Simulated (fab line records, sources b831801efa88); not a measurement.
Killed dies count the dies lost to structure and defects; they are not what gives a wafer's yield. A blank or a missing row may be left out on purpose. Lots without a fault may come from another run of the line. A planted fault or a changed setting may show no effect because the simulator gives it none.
fab line records	flow gf180mcu
record: lots: 11	wafers: 33	lastDay: 34
route steps=602 shown M2@376 M3@411
lots untouched by any fault: they come from a run of this same line in which no faults occurred
startH: start of the lot's first displayed wafer, in hours after the record's first day	waitH: hours elapsed since this lot's preceding step	" as in the row above	L1.1+2: several wafers, shown together as one row	- value missing, or start not given	* or withheld: withheld	< > ~ a bound
route shown NAME@n: a module of which the file shows steps, and the number in the route of the first	usual: mean/standard deviation taken from wafers without a fault	same: alike in all rows	chamber/n: place in a boat	sites: the reading at each site	_std_site: the values' standard deviation	_edge_site: the outer-site mean with the inner-site mean subtracted	radiusMm: how far each site lies from the wafer's centre	mask NAME#n: copy n	behind: the most recent tool/chamber to have shaped the wafer	hold: why the lot was held/for how many hours/how that ended	device: transistor that didn't switch, given as n, p or np	end of line: tests of these same wafers at the route's end	a step with no rows: only its recipe	killed: the dies lost at the first sort to structure and to defects; this is not the yield of the wafer	map: a wafer's dies, x killed, . not, _ none there
set.NAME: setting as actually run; set.NAME@STEP: the setting as run at that earlier step	model.NAME: the simulator's own value behind a step, which no gauge read
a sample of lots followed through the steps of the route, with each step as a table and each wafer as a row
services: a tool's chamber out of use, with start hour (startH, from the record's first day; less than 0 if before it), hours out, and reason
== steps ==
step: GF_M2_CD_MEAS_14
recipe: targetCdNm: 280
usual: cdNm: 279.9/1.3
lot.wafer	tool	chamber	startH	waitH	cdNm
L794.2	cdSem-01	-	433.19	0.1	280.1
L794.4	"	-	"	"	282.7
L794.6	"	-	"	"	282.0
L795.2	cdSem-02	-	445.05	0.1	280.1
L795.4	"	-	"	"	281.0
L795.6	"	-	"	"	280.9
L797.2	cdSem-02	-	467.90	0.1	279.1
L797.5	"	-	"	"	279.3
L797.6	"	-	"	"	279.3
L798.2	cdSem-01	-	482.59	0.1	278.4
L798.3	"	-	"	"	278.2
L798.6	"	-	"	"	279.2
L800.1	cdSem-02	-	506.73	0.1	280.6
L800.4	"	-	"	"	281.9
L800.6	"	-	"	"	280.6
L801.1	cdSem-02	-	525.82	0.1	276.5
L801.3	"	-	"	"	276.8
L801.5	"	-	"	"	276.9
L803.3	cdSem-01	-	541.87	0.1	279.8
L803.5	"	-	"	"	280.9
L803.6	"	-	"	"	279.8
L807.1	cdSem-02	-	572.43	0.1	280.6
L807.3	"	-	"	"	281.2
L807.4	"	-	"	"	281.9
L808.2	cdSem-01	-	580.19	0.1	280.5
L808.4	"	-	"	"	280.9
L808.6	"	-	"	"	280.9
L813.1	cdSem-02	-	603.02	0.1	280.2
L813.2	"	-	"	"	279.9
L813.4	"	-	"	"	281.4
L816.2	cdSem-01	-	625.55	0.1	279.1
L816.4	"	-	"	"	279.3
L816.5	"	-	"	"	279.1
step: GF_M2_METAL_ETCH_16
recipe: chemistry: Cl2/BCl3	maskMaterial: KrF	targetDepthNm: 750.8	stopOn: SiO2	pressureMtorr: 8	icpW: 800	biasW: 140	Cl2_flow_sccm: 80	bcl3FlowSccm: 40	timeS: 125.1
usual: biasW: 140.0/0.41	drypumpMotorCurrentA: 5.3/0.34	oesProductAu: 0.990/0.0056	rfFwdPowerW: 796.7/2.5	throttleValvePct: 28.228/0.01
lot.wafer	tool	chamber	startH	waitH	biasW	drypumpMotorCurrentA	oesProductAu	rfFwdPowerW	rfHoursCounterH	throttleValvePct
L794.2	rieMetal-03	1	433.37	0.1	139.9	5.3	0.985	792.2	-	28.216
L794.4	"	1	"	"	140.0	5.3	0.991	793.9	-	28.223
L794.6	"	1	"	"	139.7	5.3	0.993	796.0	-	28.222
L795.2	rieMetal-02	1	445.19	0.0	140.1	5.8	0.983	793.5	6	28.225
L795.4	"	0	"	"	140.7	5.7	0.996	793.0	-	28.241
L795.6	"	1	"	"	140.2	5.8	0.978	795.4	-	28.247
L797.2	rieMetal-02	0	468.08	0.1	140.4	5.7	0.991	797.6	-	28.230
L797.5	"	0	"	"	140.1	5.7	0.988	796.7	-	28.236
L797.6	"	0	"	"	139.9	5.7	0.992	797.6	-	28.237
L798.2	rieMetal-03	1	482.72	0.0	139.4	5.3	0.991	790.4	11	28.225
L798.3	"	0	"	"	139.6	4.9	0.991	803.3	-	28.238
L798.6	"	1	"	"	139.7	5.3	0.994	792.1	-	28.219
L800.1	rieMetal-03	1	506.89	0.0	139.6	5.2	0.989	796.1	11	28.225
L800.4	"	0	"	"	140.4	4.9	0.985	801.2	-	28.243
L800.6	"	0	"	"	140.5	4.9	0.992	799.9	-	28.240
L801.1	rieMetal-04	0	525.97	0.0	140.1	5.0	0.996	802.1	15	28.237
L801.3	"	0	"	"	140.1	5.1	0.992	801.4	-	28.225
L801.5	"	0	"	"	139.8	5.0	0.987	798.5	-	28.219
L803.3	rieMetal-03	0	542.07	0.1	139.5	4.9	0.987	799.2	-	28.232
L803.5	"	0	"	"	140.0	4.9	0.987	795.5	-	28.228
L803.6	"	0	"	"	139.9	4.9	1.000	794.3	-	28.220
L807.1	rieMetal-02	0	572.59	0.0	139.5	5.7	0.994	797.4	5	28.207
L807.3	"	0	"	"	140.8	5.7	1.000	796.8	-	28.216
L807.4	"	1	"	"	140.0	5.8	0.988	792.8	-	28.228
L808.2	rieMetal-03	0	580.32	0.0	140.1	4.8	0.991	797.6	9	28.211
L808.4	"	0	"	"	140.1	4.9	0.998	797.2	-	28.215
L808.6	"	1	"	"	140.4	5.3	0.990	798.9	-	28.219
L813.1	rieMetal-03	1	603.17	0.0	139.6	5.3	0.993	798.6	13	28.214
L813.2	"	0	"	"	140.4	4.9	1.001	798.1	9	28.218
L813.4	"	0	"	"	140.1	4.9	0.996	797.6	-	28.242
L816.2	rieMetal-04	0	625.73	0.1	140.1	5.0	0.982	799.6	-	28.242
L816.4	"	0	"	"	140.1	5.1	0.992	796.0	-	28.231
L816.5	"	0	"	"	140.1	5.1	0.980	800.0	-	28.237
step: GF_M2_STRIP_17
recipe: chemistry: O2/N2	powerW: 1400	pressureMtorr: 1500	platenTempC: 250	o2FlowSccm: 3000	n2FlowSccm: 300	overashFraction: 0.5
usual: drypumpMotorCurrentA: 5.50/0.25	heaterPowerW: 328/34	oesProductAu: 0.536/0.0048	stripTimeToEndpointS: 7.37/0.043
same: overashFraction: 0.5
lot.wafer	tool	chamber	startH	waitH	drypumpMotorCurrentA	heaterPowerW	oesProductAu	rfHoursCounterH	stripTimeToEndpointS
L794.2	plasmaAsher-01	1	433.58	0.2	5.85	293	0.540	62	7.40
L794.4	"	0	"	"	5.27	370	0.540	-	7.41
L794.6	"	1	"	"	5.85	288	0.530	-	7.36
L795.2	plasmaAsher-01	0	445.32	0.1	5.27	355	0.536	63	7.42
L795.4	"	1	"	"	5.84	288	0.542	-	7.36
L795.6	"	1	"	"	5.84	281	0.534	-	7.41
L797.2	plasmaAsher-01	0	468.30	0.2	5.25	378	0.533	66	7.39
L797.5	"	1	"	"	5.84	284	0.533	-	7.35
L797.6	"	0	"	"	5.28	370	0.530	-	7.36
L798.2	plasmaAsher-02	0	482.85	0.1	5.47	321	0.530	5	7.29
L798.3	"	1	"	"	5.37	314	0.529	-	7.33
L798.6	"	0	"	"	5.45	328	0.536	-	7.29
L800.1	plasmaAsher-02	0	507.02	0.1	5.46	337	0.540	7	7.38
L800.4	"	1	"	"	5.33	322	0.534	-	7.37
L800.6	"	1	"	"	5.34	319	0.537	-	7.37
L801.1	plasmaAsher-01	1	526.23	0.2	5.83	288	0.534	72	7.39
L801.3	"	1	"	"	5.85	276	0.541	-	7.43
L801.5	"	0	"	"	5.25	363	0.538	-	7.34
L803.3	plasmaAsher-01	0	542.28	0.2	5.28	368	0.529	-	7.31
L803.5	"	1	"	"	5.84	290	0.536	-	7.39
L803.6	"	0	"	"	5.28	366	0.543	-	7.34
L807.1	plasmaAsher-01	1	572.71	0.1	5.84	287	0.535	77	7.27
L807.3	"	1	"	"	5.85	286	0.536	-	7.33
L807.4	"	0	"	"	5.32	366	0.534	-	7.35
L808.2	plasmaAsher-03	1	580.45	0.1	5.61	314	0.498	98	6.35
L808.4	"	1	"	"	5.60	309	0.499	-	6.45
L808.6	"	0	"	"	5.19	359	0.534	-	7.31
L813.1	plasmaAsher-03	0	603.30	0.1	5.21	354	0.541	101	7.39
L813.2	"	1	"	"	5.60	315	0.501	101	6.47
L813.4	"	1	"	"	5.57	310	0.497	-	6.48
L816.2	plasmaAsher-03	1	625.94	0.2	5.58	312	0.526	105	7.39
L816.4	"	0	"	"	5.26	358	0.540	-	7.40
L816.5	"	1	"	"	5.60	314	0.540	-	7.42
step: GF_M3_SPUTTER_02
recipe: material: AlCu	targetThkNm: 450	powerW: 10600	timeS: 23.9	chamberPressurePa: 0.4
usual: chamberPressurePa: 0.4001/0.00088	throttleValvePct: 29.4/1.3
lot.wafer	tool	chamber	startH	waitH	chamberPressurePa	throttleValvePct
L794.2	pvdSputter-01	-	460.94	0.0	0.3989	28.9
L794.4	"	-	"	"	0.4001	29.1
L794.6	"	-	"	"	0.3988	28.9
L795.2	pvdSputter-04	-	471.51	0.0	0.4008	29.7
L795.4	"	-	"	"	0.3975	30.4
L795.6	"	-	"	"	0.3998	30.6
L797.2	pvdSputter-01	-	495.45	0.0	0.3992	29.1
L797.5	"	-	"	"	0.4006	29.0
L797.6	"	-	"	"	0.4012	30.8
L798.2	pvdSputter-01	-	509.88	0.0	0.4007	28.8
L798.3	"	-	"	"	0.4011	29.1
L798.6	"	-	"	"	0.4005	29.1
L800.1	pvdSputter-01	-	532.56	0.0	0.4011	30.8
L800.4	"	-	"	"	0.4004	29.1
L800.6	"	-	"	"	0.4000	29.5
L801.1	pvdSputter-01	-	551.97	0.0	0.4006	29.2
L801.3	"	-	"	"	0.4003	30.7
L801.5	"	-	"	"	0.4001	29.4
L803.3	pvdSputter-01	-	567.60	0.0	0.3991	29.0
L803.5	"	-	"	"	0.4007	29.3
L803.6	"	-	"	"	0.4001	29.4
L807.1	pvdSputter-03	-	596.71	0.0	0.4012	26.7
L807.3	"	-	"	"	0.4003	30.0
L807.4	"	-	"	"	0.3999	32.2
L808.2	pvdSputter-01	-	605.12	0.0	0.3990	29.7
L808.4	"	-	"	"	0.3988	29.1
L808.6	"	-	"	"	0.4016	28.9
L813.1	pvdSputter-03	-	627.27	0.0	0.4002	27.1
L813.2	"	-	"	"	0.3989	30.0
L813.4	"	-	"	"	0.3999	29.4
L816.2	pvdSputter-04	-	648.39	0.0	0.4014	30.8
L816.4	"	-	"	"	0.3996	30.5
L816.5	"	-	"	"	0.3988	30.6
step: GF_M3_METAL_ETCH_16
recipe: chemistry: Cl2/BCl3	maskMaterial: KrF	targetDepthNm: 750.8	stopOn: SiO2	pressureMtorr: 8	icpW: 800	biasW: 140	Cl2_flow_sccm: 80	bcl3FlowSccm: 40	timeS: 125.1
usual: biasW: 140.1/0.42	drypumpMotorCurrentA: 5.4/0.33	oesProductAu: 0.990/0.0064	rfFwdPowerW: 797.4/2.3	throttleValvePct: 28.230/0.011
lot.wafer	tool	chamber	startH	waitH	biasW	drypumpMotorCurrentA	oesProductAu	rfFwdPowerW	rfHoursCounterH	throttleValvePct
L794.2	rieMetal-01	1	485.07	0.1	139.7	5.6	0.996	801.5	-	28.234
L794.4	"	1	"	"	140.2	5.7	0.997	794.7	-	28.210
L794.6	"	1	"	"	140.2	5.7	0.988	799.6	-	28.239
L795.2	rieMetal-01	1	495.18	0.1	139.5	5.6	0.997	798.6	-	28.219
L795.4	"	1	"	"	140.2	5.7	0.993	797.7	-	28.241
L795.6	"	1	"	"	140.1	5.6	0.996	797.8	-	28.226
L797.2	rieMetal-04	0	519.02	0.1	140.6	5.0	0.989	800.0	-	28.235
L797.5	"	0	"	"	140.7	5.1	0.987	796.9	-	28.234
L797.6	"	0	"	"	140.5	5.1	0.982	796.0	-	28.226
L798.2	rieMetal-04	0	532.67	0.0	140.4	5.0	0.984	798.8	15	28.243
L798.3	"	1	"	"	140.7	5.7	0.989	799.3	-	28.242
L798.6	"	0	"	"	139.8	5.0	0.987	794.8	-	28.244
L800.1	rieMetal-04	0	555.92	0.0	140.7	5.1	0.990	795.0	15	28.218
L800.4	"	0	"	"	140.2	5.1	0.987	796.1	-	28.225
L800.6	"	1	"	"	140.0	5.6	0.992	795.3	-	28.234
L801.1	rieMetal-03	0	573.77	0.0	140.2	4.9	1.003	798.2	9	28.199
L801.3	"	0	"	"	139.3	4.9	0.990	795.9	-	28.234
L801.5	"	1	"	"	139.3	5.3	0.995	796.8	-	28.237
L803.3	rieMetal-01	0	588.97	0.1	140.3	5.7	0.988	796.9	-	28.225
L803.5	"	1	"	"	139.9	5.7	0.992	793.2	-	28.228
L803.6	"	0	"	"	139.8	5.7	0.990	796.3	-	28.219
L807.1	rieMetal-01	0	617.92	0.0	139.8	5.7	0.996	796.9	4	28.232
L807.3	"	1	"	"	140.2	5.7	0.992	797.4	-	28.214
L807.4	"	0	"	"	140.2	5.7	0.990	794.7	-	28.223
L808.2	rieMetal-03	1	626.22	0.0	139.9	5.3	0.992	799.6	14	28.222
L808.4	"	0	"	"	139.5	4.9	1.000	800.4	-	28.231
L808.6	"	0	"	"	138.8	4.9	0.996	801.8	-	28.213
L813.1	rieMetal-03	0	647.47	0.0	140.3	4.9	0.991	802.4	12	28.221
L813.2	"	0	"	"	140.1	4.9	0.985	800.8	-	28.228
L813.4	"	0	"	"	140.4	4.8	0.990	801.1	-	28.238
L816.2	rieMetal-01	1	668.12	0.0	140.2	5.6	0.987	795.9	3	28.229
L816.4	"	0	"	"	140.4	5.7	0.977	793.1	-	28.244
L816.5	"	1	"	"	140.5	5.7	0.984	795.0	-	28.229
== services ==
tool	chamber	startH	hours	kind
plasmaAsher-02	-	421.25	9.0	pm
rieMetal-03	0	423.99	15.6	repair
pvdSputter-04	-	425.58	45.5	repair
rieMetal-02	1	445.43	36.3	repair
rieMetal-03	-	486.28	14.6	pm
rieMetal-04	1	507.93	22.0	repair
rieMetal-03	-	511.50	1.8	repair
rieMetal-03	1	529.36	33.1	repair
rieMetal-04	-	544.24	1.4	pm
plasmaAsher-03	-	549.35	2.0	repair
pvdSputter-04	-	551.40	26.9	repair
plasmaAsher-02	-	566.87	107.2	repair
rieMetal-01	-	574.22	2.8	pm
rieMetal-02	-	580.26	1.0	repair
rieMetal-04	1	606.98	59.6	repair
pvdSputter-01	-	618.09	3.5	repair
pvdSputter-01	-	618.23	0.8	repair
rieMetal-03	-	618.54	2.8	pm
pvdSputter-03	-	619.77	1.1	repair
pvdSputter-01	-	633.40	8.5	repair
rieMetal-03	1	636.33	-	clean
rieMetal-03	1	636.33	22.6	scheduledDown
rieMetal-03	1	636.33	22.6	ventCycle
rieMetal-02	-	667.25	2.8	pm
== key ==
firstSign: step: GF_M2_STRIP_17	reading: stripTimeToEndpointS	direction: down	sigmas: 22	usual: *	struck: *
effect: step: GF_M2_STRIP_17	reading: oesProductAu	direction: down	sigmas: 7.9	usual: 0.536	struck: 0.499
metAt GF_M2_METAL_ETCH_16
struckLots L808,L813
struckWafers L808.2,L808.4,L813.2,L813.4
notActingAt GF_M2_CD_MEAS_14,GF_M3_SPUTTER_02,GF_M3_METAL_ETCH_16
onsetBetween 542.07 580.32
fault: kind: processParameterDrift	tool: rieMetal-03	chamber: 0	onsetH: 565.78	steps: GF_M2_METAL_ETCH_16	channel: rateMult	offset: 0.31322	shape: step	endH: 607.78
